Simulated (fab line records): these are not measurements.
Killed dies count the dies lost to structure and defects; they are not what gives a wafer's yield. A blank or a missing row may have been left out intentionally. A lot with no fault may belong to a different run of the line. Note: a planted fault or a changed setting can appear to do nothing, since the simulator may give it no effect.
Chamber matching | flow gf180mcu | 4 sister chambers for GF_V4_CMP_26 on cmp-01
The step polishes, stops on SiO2, t overpolish 15 s, target thk 0 nm. 4 wafers are shown with their chamber, then 12 later ones without.

## EACH WAFER AND ITS CHAMBER
wafer  | chamber | motor-current-A (A)
L085.4 | 1       | 11.1
L085.5 | 2       | 10.9
L085.3 | 0       | 10.5
L085.6 | 3       | 9.3

## WAFERS WHOSE CHAMBER IS MISSING
wafer  | motor-current-A (A)
L095.1 | 10.8
L095.3 | 10.5
L095.6 | 10.8
L096.2 | 10.8
L096.3 | 9.5
L096.5 | 9.7
L096.1 | 11.8
L096.4 | 11.1
L096.6 | 11.4
L097.4 | 10.2
L097.5 | 11.4
L097.6 | 10.3

## WHICH CHAMBER EACH WENT THROUGH
wafer  | from the rows above          | in truth
L095.1 | can't be placed: 2 or 1 or 0 | 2
L095.3 | can't be placed: 0 or 2      | 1
L095.6 | can't be placed: 2 or 1 or 0 | 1
L096.2 | can't be placed: 2 or 1 or 0 | 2
L096.3 | 3                            | 3
L096.5 | can't be placed: 3 or 0      | 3
L096.1 | can't be placed: 1 or 2      | 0
L096.4 | can't be placed: 1 or 2      | 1
L096.6 | can't be placed: 1 or 2      | 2
L097.4 | can't be placed: 0 or 2      | 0
L097.5 | can't be placed: 1 or 2      | 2
L097.6 | can't be placed: 0 or 2      | 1
Correctly placed: 1 of 12. Not placeable from these rows: 11 (in 8, the candidates include the true chamber). 0 placed wrongly.
How it was worked out, from the rows above alone: a wafer's distance from a chamber is the root of the sum, over the readings, of the square of ((its reading less the chamber's mean) divided by the reading's scatter). If the next closest chamber is less than 2 further off than the closest, the wafer can't be placed; otherwise it belongs to the closest. For every chamber, the mean is computed from those of its wafers that are shown. The scatter (one wafer shown for each chamber): square how far every hidden wafer sits from the nearest shown wafer, average those squares and take the square root.
